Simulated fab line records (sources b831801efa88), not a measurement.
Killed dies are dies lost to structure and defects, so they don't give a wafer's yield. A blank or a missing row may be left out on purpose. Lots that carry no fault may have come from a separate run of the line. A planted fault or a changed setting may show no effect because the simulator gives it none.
fab line records + flow sky130
record
- lots=6
- wafers=18
- lastDay=50
route steps=708 shown LDD_N@249 LDD_P@255 PAD_OPEN@708
lots untouched by any fault: they come from a run of this same line in which no faults occurred
startH: start of the lot's first displayed wafer, in hours after the record's first day + waitH: hours from the lot's prior step to this one + " the same as in the row above + L1.1+2: a single row standing in for several wafers + - value missing, or start not given + * or withheld: withheld + < > ~ a bound
route shown NAME@n: a module of which the file shows steps, and the number in the route of the first + usual: mean/standard deviation of fault-free wafers + same: alike in all rows + chamber/n: place in a boat + sites: the reading at each site + _std_site: the standard deviation of these + _edge_site: outer sites' mean less inner sites' + radiusMm: for every site, how far away it sits from the centre of the wafer + mask NAME#n: copy n + behind: tool/chamber where the wafer was last shaped + hold: reason for holding the lot/hours on hold/outcome of the hold + device: the transistor (n, p or np) that didn't switch + end of line: tests run on the same wafers once the route is complete + a step without rows: its recipe alone + killed: count of dies lost to structure and defects at first sort (not the wafer's yield) + map: the dies of a wafer, with x for killed, . for not killed, _ for no die there
set.NAME: the setting the step ran with; set.NAME@STEP: the setting that earlier step ran with + model.NAME: the simulator's own value behind a step, which no gauge read
lots seen at some steps along the route; tables by step, rows by wafer
services: when a tool's chamber went out of use (startH, in hours from the record's first day, below 0 if earlier), for how many hours, and the reason
## steps
# step SKY_LDD_N_IMPLANT_12
# recipe
- species=BF2
- energyKev=50
- doseCm2=5e+12
- tiltDeg=30
- rotationDeg=0
# step SKY_LDD_N_IMPLANT_13
# recipe
- species=BF2
- energyKev=50
- doseCm2=5e+12
- tiltDeg=30
- rotationDeg=90
# step SKY_LDD_N_IMPLANT_14
# recipe
- species=BF2
- energyKev=50
- doseCm2=5e+12
- tiltDeg=30
- rotationDeg=180
# step SKY_LDD_N_IMPLANT_15
# recipe
- species=BF2
- energyKev=50
- doseCm2=5e+12
- tiltDeg=30
- rotationDeg=270
# step SKY_LDD_N_STRIP_16
# recipe
- chemistry=O2/N2
- powerW=1400
- pressureMtorr=1500
- platenTempC=withheld
- o2FlowSccm=3000
- n2FlowSccm=300
- overashFraction=0.5
# usual
- drypumpMotorCurrentA=5.74/0.13
- oesProductAu=0.407/0.0047
- stripTimeToEndpointS=4.318/0.016
| lot.wafer | tool           | chamber | startH | waitH | drypumpMotorCurrentA | oesProductAu | rfHoursCounterH | stripTimeToEndpointS |
|-----------|----------------|---------|--------|-------|----------------------|--------------|-----------------|----------------------|
| L932.2    | plasmaAsher-04 | 1       | 462.75 | 0.1   | 5.89                 | 0.406        | 62              | 4.303                |
| L932.4    | "              | 0       | "      | "     | 5.75                 | 0.402        | -               | 4.310                |
| L932.5    | "              | 0       | "      | "     | 5.74                 | 0.405        | -               | 4.337                |
| L935.4    | plasmaAsher-01 | 0       | 485.44 | 0.1   | 5.48                 | 0.414        | -               | 4.340                |
| L935.5    | "              | 0       | "      | "     | 5.50                 | 0.407        | -               | 4.335                |
| L935.6    | "              | 1       | "      | "     | 5.74                 | 0.408        | -               | 4.319                |
| L942.2    | plasmaAsher-04 | 0       | 556.90 | 0.1   | 5.75                 | 0.408        | 72              | 4.334                |
| L942.3    | "              | 1       | "      | "     | 5.86                 | 0.407        | -               | 4.331                |
| L942.4    | "              | 0       | "      | "     | 5.76                 | 0.406        | -               | 4.334                |
| L943.2    | plasmaAsher-02 | 0       | 558.40 | 0.1   | 5.61                 | 0.414        | 43              | 4.302                |
| L943.3    | "              | 0       | "      | "     | 5.61                 | 0.414        | -               | 4.328                |
| L943.6    | "              | 0       | "      | "     | 5.59                 | 0.411        | -               | 4.337                |
| L946.2    | plasmaAsher-04 | 1       | 575.35 | 0.1   | 5.86                 | 0.411        | 73              | 4.297                |
| L946.5    | "              | 1       | "      | "     | 5.88                 | 0.410        | -               | 4.290                |
| L946.6    | "              | 0       | "      | "     | 5.74                 | 0.406        | -               | 4.284                |
| L949.1    | plasmaAsher-01 | 0       | 612.65 | 0.1   | 5.48                 | 0.411        | 17              | 4.306                |
| L949.2    | "              | 1       | "      | "     | 5.74                 | 0.411        | 17              | 4.322                |
| L949.5    | "              | 1       | "      | "     | 5.75                 | 0.401        | -               | 4.286                |
# step SKY_LDD_N_TW_MEAS_17
# usual
- LDD_N_TW=2601/16
| lot.wafer | tool         | chamber | startH | waitH | LDD_N_TW |
|-----------|--------------|---------|--------|-------|----------|
| L932.2    | filmMetro-04 | -       | 462.86 | 0.1   | 2575     |
| L932.4    | "            | -       | "      | "     | 2585     |
| L932.5    | "            | -       | "      | "     | 2592     |
| L935.4    | filmMetro-04 | -       | 485.54 | 0.1   | 2605     |
| L935.5    | "            | -       | "      | "     | 2593     |
| L935.6    | "            | -       | "      | "     | 2607     |
| L942.2    | filmMetro-03 | -       | 557.01 | 0.1   | 2589     |
| L942.3    | "            | -       | "      | "     | 2580     |
| L942.4    | "            | -       | "      | "     | 2596     |
| L943.2    | filmMetro-04 | -       | 558.51 | 0.1   | 2610     |
| L943.3    | "            | -       | "      | "     | 2601     |
| L943.6    | "            | -       | "      | "     | 2603     |
| L946.2    | filmMetro-03 | -       | 575.46 | 0.1   | 2590     |
| L946.5    | "            | -       | "      | "     | 2592     |
| L946.6    | "            | -       | "      | "     | 2588     |
| L949.1    | filmMetro-04 | -       | 612.75 | 0.1   | 2619     |
| L949.2    | "            | -       | "      | "     | 2616     |
| L949.5    | "            | -       | "      | "     | 2610     |
# step SKY_LDD_P_DEHYDRATE_00
# recipe
- tempC=200
- timeS=60
# step SKY_LDD_P_HMDS_01
# recipe
- primeTimeS=60
- primeTempC=120
# step SKY_LDD_P_COAT_02
# recipe
- resist=NOVOLAK
- spinRpm=3000
- resistThkNm=1140
# step SKY_LDD_P_SOFTBAKE_03
# recipe
- tempC=90
- timeS=60
- resist=NOVOLAK
# step SKY_LDD_P_EXPOSE_04
# recipe
- maskId=PSDM
- na=0.6
- sourceShape=conventional
- sigmaOuter=0.6
- polarization=unpolarized
- targetCdNm=380
- doseMj=138
# step SKY_LDD_P_PEB_05
# recipe
- tempC=withheld
- timeS=*
- resist=NOVOLAK
# step SKY_LDD_P_DEVELOP_06
# recipe
- resist=NOVOLAK
- developer=TMAH
- developTimeS=60
- devTempC=23
| lot.wafer  | tool          | chamber | startH | waitH |
|------------|---------------|---------|--------|-------|
| L932.2+4+5 | lithoTrack-04 | 0       | 493.45 | 0.1   |
| L935.4+5+6 | lithoTrack-03 | 0       | 516.06 | 0.1   |
| L942.2+3+4 | lithoTrack-03 | 0       | 586.81 | 0.1   |
| L943.2+3+6 | lithoTrack-04 | 0       | 587.95 | 0.1   |
| L946.2+5+6 | lithoTrack-03 | 0       | 604.31 | 0.1   |
| L949.1+2+5 | lithoTrack-01 | 0       | 641.72 | 0.1   |
# step SKY_LDD_P_CD_MEAS_07
# recipe
- targetCdNm=380
# usual
- cdNm=379.6/2.1
| lot.wafer | tool     | chamber | startH | waitH | cdNm  |
|-----------|----------|---------|--------|-------|-------|
| L932.2    | cdSem-02 | -       | 493.59 | 0.1   | 382.4 |
| L932.4    | "        | -       | "      | "     | 380.5 |
| L932.5    | "        | -       | "      | "     | 383.6 |
| L935.4    | cdSem-02 | -       | 516.19 | 0.1   | 381.0 |
| L935.5    | "        | -       | "      | "     | 381.9 |
| L935.6    | "        | -       | "      | "     | 381.0 |
| L942.2    | cdSem-02 | -       | 587.06 | 0.2   | 398.1 |
| L942.3    | "        | -       | "      | "     | 398.7 |
| L942.4    | "        | -       | "      | "     | 398.7 |
| L943.2    | cdSem-01 | -       | 588.09 | 0.1   | 376.8 |
| L943.3    | "        | -       | "      | "     | 376.2 |
| L943.6    | "        | -       | "      | "     | 379.0 |
| L946.2    | cdSem-02 | -       | 604.45 | 0.1   | 392.6 |
| L946.5    | "        | -       | "      | "     | 394.4 |
| L946.6    | "        | -       | "      | "     | 390.2 |
| L949.1    | cdSem-02 | -       | 641.87 | 0.1   | 382.2 |
| L949.2    | "        | -       | "      | "     | 381.2 |
| L949.5    | "        | -       | "      | "     | 382.9 |
# step SKY_LDD_P_OVL_MEAS_08
# usual
- LDD_P_OVL=0.1/1.2
| lot.wafer | tool       | chamber | startH | waitH | LDD_P_OVL[nm] |
|-----------|------------|---------|--------|-------|---------------|
| L932.2    | overlay-02 | -       | 493.70 | 0.1   | 0.5           |
| L932.4    | "          | -       | "      | "     | 0.3           |
| L932.5    | "          | -       | "      | "     | 0.8           |
| L935.4    | overlay-01 | -       | 516.27 | 0.1   | 1.6           |
| L935.5    | "          | -       | "      | "     | 1.3           |
| L935.6    | "          | -       | "      | "     | 1.2           |
| L942.2    | overlay-02 | -       | 587.16 | 0.1   | 0.7           |
| L942.3    | "          | -       | "      | "     | 3.9           |
| L942.4    | "          | -       | "      | "     | 1.2           |
| L943.2    | overlay-01 | -       | 588.20 | 0.1   | -1.4          |
| L943.3    | "          | -       | "      | "     | -0.6          |
| L943.6    | "          | -       | "      | "     | -2.1          |
| L946.2    | overlay-01 | -       | 604.56 | 0.1   | -0.4          |
| L946.5    | "          | -       | "      | "     | -2.4          |
| L946.6    | "          | -       | "      | "     | -1.9          |
| L949.1    | overlay-02 | -       | 641.99 | 0.1   | 0.7           |
| L949.2    | "          | -       | "      | "     | -0.2          |
| L949.5    | "          | -       | "      | "     | 0.2           |
# step SKY_PAD_OPEN_PROBE_99
# usual
- killed_at_M0_to_M3=44/7
- killed_at_M4_up=3.4/1.7
- killedAtContacts=24/4.9
- killedAtFrontEnd=15/4.5
- killedAtOther=0.4/0.61
- killedDies=86/9.7
- killedOpen=47/7.1
- killedShort=39/6.1
# same
- grossDies=492
- killedAtBackSide=0
| lot.wafer | tool      | chamber | startH  | waitH | killed_at_M0_to_M3 | killed_at_M4_up | killedAtContacts | killedAtFrontEnd | killedAtOther | killedDies | killedOpen | killedShort |
|-----------|-----------|---------|---------|-------|--------------------|-----------------|------------------|------------------|---------------|------------|------------|-------------|
| L932.2    | prober-02 | -       | 1119.25 | 0.1   | 25                 | 2               | 29               | 29               | 0             | 85         | 45         | 39          |
| L932.4    | prober-02 | -       | 1119.35 | 0.2   | 50                 | 2               | 28               | 20               | 1             | 101        | 59         | 41          |
| L932.5    | prober-02 | -       | 1119.40 | 0.2   | 50                 | 4               | 22               | 14               | 0             | 90         | 45         | 45          |
| L935.4    | prober-01 | -       | 1132.40 | 0.2   | 48                 | 3               | 13               | 19               | 1             | 84         | 46         | 38          |
| L935.5    | prober-01 | -       | 1132.45 | 0.2   | 43                 | 3               | 23               | 20               | 1             | 90         | 52         | 37          |
| L935.6    | prober-01 | -       | 1132.50 | 0.2   | 43                 | 3               | 31               | 6                | 0             | 83         | 55         | 28          |
| L942.2    | prober-02 | -       | 1174.90 | 0.1   | 40                 | 5               | 15               | 17               | 0             | 77         | 42         | 34          |
| L942.3    | prober-02 | -       | 1174.95 | 0.2   | 36                 | 4               | 30               | 12               | 2             | 84         | 48         | 36          |
| L942.4    | prober-02 | -       | 1175.00 | 0.2   | 39                 | 3               | 27               | 7                | 1             | 77         | 50         | 26          |
| L946.2    | prober-02 | -       | 1184.94 | 0.1   | 38                 | 6               | 24               | 15               | 0             | 83         | 43         | 39          |
| L946.5    | prober-02 | -       | 1185.09 | 0.2   | 57                 | 2               | 27               | 27               | 0             | 113        | 65         | 48          |
| L946.6    | prober-02 | -       | 1185.14 | 0.2   | 43                 | 3               | 23               | 14               | 0             | 83         | 42         | 39          |
# killed by level:class
L932.2 FIELD_ISO:geometricParticle:open=11 CONTACT:geometricParticle:open=9 FIELD_ISO:geometricParticle:short=7 LOCAL_INTERCONNECT:geometricParticle:short=7 METAL3:geometricParticle:short=5 CONTACT:geometricParticle:short=5 LI_CONTACT:geometricParticle:open=5 VIA3:geometricParticle:open=4
L932.4 VIA3:geometricParticle:open=16 CONTACT:geometricParticle:open=11 FIELD_ISO:geometricParticle:open=9 VIA1:geometricParticle:open=9 LI_CONTACT:geometricParticle:open=5 VIA2:geometricParticle:short=5 LI_CONTACT:geometricParticle:short=4 VIA1:geometricParticle:short=4
L932.5 VIA1:geometricParticle:open=10 LI_CONTACT:geometricParticle:open=9 VIA3:geometricParticle:open=8 VIA2:geometricParticle:open=7 CONTACT:geometricParticle:short=6 METAL1:geometricParticle:short=6 METAL2:geometricParticle:short=6 METAL3:geometricParticle:short=5
L935.4 VIA1:geometricParticle:open=18 VIA1:geometricParticle:short=8 FIELD_ISO:geometricParticle:short=5 CONTACT:geometricParticle:open=5 METAL1:geometricParticle:short=4 VIA3:geometricParticle:open=4 FIELD_ISO:geometricParticle:open=3 VIA2:geometricParticle:open=3
L935.5 CONTACT:geometricParticle:open=12 VIA1:geometricParticle:open=7 VIA3:geometricParticle:open=7 FIELD_ISO:geometricParticle:open=6 METAL2:geometricParticle:short=6 VIA2:geometricParticle:open=6 POLY_GATE:geometricParticle:open=5 CONTACT:geometricParticle:short=5
L935.6 CONTACT:geometricParticle:open=15 VIA3:geometricParticle:open=10 VIA1:geometricParticle:open=9 LI_CONTACT:geometricParticle:open=7 CONTACT:geometricParticle:short=7 VIA3:geometricParticle:short=7 VIA2:geometricParticle:open=7 VIA1:geometricParticle:short=4
L942.2 VIA1:geometricParticle:open=12 CONTACT:geometricParticle:open=6 LI_CONTACT:geometricParticle:open=5 METAL2:geometricParticle:short=5 VIA3:geometricParticle:open=5 FIELD_ISO:geometricParticle:open=4 METAL1:geometricParticle:short=4 VIA1:geometricParticle:short=4
L942.3 CONTACT:geometricParticle:open=13 LI_CONTACT:geometricParticle:open=6 LOCAL_INTERCONNECT:geometricParticle:short=6 METAL1:geometricParticle:short=6 VIA2:geometricParticle:open=6 VIA3:geometricParticle:open=6 VIA1:geometricParticle:short=5 POLY_GATE:geometricParticle:open=5
L942.4 VIA1:geometricParticle:open=12 CONTACT:geometricParticle:open=8 LI_CONTACT:geometricParticle:open=7 LOCAL_INTERCONNECT:geometricParticle:short=6 VIA2:geometricParticle:open=6 METAL2:geometricParticle:open=4 FIELD_ISO:geometricParticle:open=3 CONTACT:geometricParticle:short=3
L946.2 VIA1:geometricParticle:open=13 METAL2:geometricParticle:short=7 LI_CONTACT:geometricParticle:open=6 LOCAL_INTERCONNECT:geometricParticle:short=6 CONTACT:geometricParticle:open=5 POLY_GATE:geometricParticle:short=4 POLY_GATE:geometricParticle:open=4 VIA1:geometricParticle:short=4
L946.5 VIA3:geometricParticle:open=12 CONTACT:geometricParticle:open=11 VIA1:geometricParticle:open=10 LI_CONTACT:geometricParticle:open=10 METAL2:geometricParticle:short=9 POLY_GATE:geometricParticle:short=8 POLY_GATE:geometricParticle:open=8 METAL1:geometricParticle:short=7
L946.6 CONTACT:geometricParticle:open=9 VIA1:geometricParticle:open=8 VIA2:geometricParticle:open=8 LI_CONTACT:geometricParticle:open=7 METAL1:geometricParticle:short=6 METAL2:geometricParticle:short=6 VIA1:geometricParticle:short=5 FIELD_ISO:geometricParticle:short=3
## services
| tool           | chamber | startH | hours | kind   |
|----------------|---------|--------|-------|--------|
| plasmaAsher-02 | -       | 442.21 | 5.1   | repair |
| plasmaAsher-01 | -       | 446.57 | 1.9   | repair |
| plasmaAsher-01 | -       | 450.67 | 1.9   | repair |
| plasmaAsher-01 | -       | 457.51 | 12.3  | repair |
| plasmaAsher-01 | -       | 507.00 | 1.2   | repair |
## key
firstSign
- step=SKY_LDD_P_CD_MEAS_07
- reading=cdNm
- direction=up
- sigmas=7.4
- usual=379.6
- struck=395.4
effect none on later readings
metAt SKY_LDD_P_DEVELOP_06
struckWafers L942.2,L942.3,L942.4,L946.2,L946.5,L946.6
testerLeftOut L942,L946
onsetBetween 516.06 586.81
alsoFits SKY_LDD_N_STRIP_16:plasmaAsher-04
fault
- kind=processParameterDrift
- tool=lithoTrack-03
- chamber=-
- onsetH=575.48
- steps=SKY_LDD_P_DEVELOP_06
- channel=developTimeS
- offset=*
- shape=step
- endH=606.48
- actsIn=*
- stated=*
# testerLeftOut: of these lots the tester's yield and bins aren't shown, on N5 and GAA mostly nor the transistor test; their killed dies are dies lost to structure and defects alone, not to doping, threshold or leakage, so they don't give the yield
